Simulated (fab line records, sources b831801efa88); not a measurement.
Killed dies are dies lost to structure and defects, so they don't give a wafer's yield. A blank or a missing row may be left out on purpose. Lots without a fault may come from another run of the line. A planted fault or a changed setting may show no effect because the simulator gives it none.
Problem report in the 8D (eight disciplines) form, filled by code | flow sky130 | the parts of the form that need people (team, actions taken, sign-off) are left out

1. THE PROBLEM
VIA4_W_RS at SKY_VIA4_RS_MEAS_19 reads a mean of 0.261 ohm/sq on 2 wafers of 1 lot; wafers without a fault read 0.224 ohm/sq with a standard deviation of 0.0057. That is +6.4 standard deviations from the usual mean.
The step: measures by four-point-probe.
First seen on wafer L416.2, day 46 03:52, on film_metro-01. The record holds 39 wafers of 13 lots with a number at this step. Rule for "out", or "out of limits": more than 4 standard deviations from the usual mean. The other wafers with a number count as sound.

2. WHAT IT IS AND WHAT IT IS NOT
question                    | is                | is not
which readings at this step | VIA4_W_RS         | -
which lots                  | L416              | L404, L405, L406, L407, L409, L410, L412, L413, L414, L424, L426, L427
which wafers of those lots  | L416.2, L416.3    | L416.1
read on which gauges        | film_metro-01     | film_metro-02, film_metro-04
when                        | from day 46 03:52 | up to then (28 sound wafers); but 9 sound wafers of L424, L426, L427 came after

3. SUSPECTS, AND WHAT RULES EACH OUT
Counting: a tool at a process step up to the reading stays a suspect if it ran every lot that is out. Sound lots after the first of them don't rule it out here, since some wafers of a struck lot are sound.
- the gauge at SKY_VIA4_RS_MEAS_19: ruled out. All the wafers that are out were read on film_metro-01, but those of them that SKY_VIA4_CVD_18 has rows for are out there too, on other tools.
- rie_metal-04 at SKY_CAP2M_METAL_ETCH_13 (etches TiN in Cl2/BCl3, stops on SiO2, target depth 220 nm, time 62.9 s): kept. It ran the lot that is out, L416 (day 44 04:14); its last sound lot up to then is L413 (day 43 13:08).
- plasma_asher-03 at SKY_CAP2M_STRIP_14 (strips in O2/N2): kept. It ran the lot that is out, L416 (day 44 04:23); its last sound lot up to then is L407 (day 41 20:44).
- cvd_w-02 at SKY_VIA4_CVD_18 (deposits W, target thk 505 nm, time 152.14 s): kept. It ran the lot that is out, L416 (day 46 03:43); its last sound lot up to then is L414 (day 45 18:46). Its own readings are out on those wafers: susceptor_temp_C.
- Within cvd_w-02 at SKY_VIA4_CVD_18: the wafers that are out ran in chamber 0; their sound lot-mates ran in chamber 1.
Left after counting: rie_metal-04 at SKY_CAP2M_METAL_ETCH_13, plasma_asher-03 at SKY_CAP2M_STRIP_14, cvd_w-02 at SKY_VIA4_CVD_18.

4. THE CAUSE (what the simulator had put in)
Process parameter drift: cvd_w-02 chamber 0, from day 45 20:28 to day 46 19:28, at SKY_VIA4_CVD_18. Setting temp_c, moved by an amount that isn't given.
Counting left 3 suspects, and this tool is among them.

5. THE CHAIN OF EFFECTS, in route order
Each row: a reading whose mean over the struck wafers that have a number lies more than 3 standard deviations from the usual. Only readings for which the record gives a usual standard deviation are gone through. hours: the time from each lot's start at the first step in this table that gives one to its start at this step, as a median over the lots. sigmas: the change in usual standard deviations.
hours | step                 | reading          | usual        | on struck wafers | change | sigmas
0     | SKY_VIA4_CVD_18      | susceptor_temp_C | 399.98 C     | 391.25           | -8.73  | -40
0     | SKY_VIA4_RS_MEAS_19  | VIA4_W_RS        | 0.224 ohm/sq | 0.261            | +0.037 | +6.4
0     | SKY_VIA4_THK_MEAS_20 | VIA4_W_THK       | 526 nm       | 451              | -75    | -5.4
The process steps in it:
- SKY_VIA4_CVD_18: deposits W, target thk 505 nm, time 152.14 s.

6. WHAT WOULD HAVE CAUGHT IT SOONER
In this record the first reading out of limits at a measuring or inspecting step was taken at day 46 03:52, 7 hours after the fault began at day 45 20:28.
The tool's own readings at SKY_VIA4_CVD_18 were out on every struck wafer that the step has a row for (susceptor_temp_C): an alarm limit on them would have fired on the first of those.
All the lots that are out (1) had begun SKY_VIA4_CVD_18 on cvd_w-02 by day 46 03:52. A hold on the tool at that time would have spared none of them.
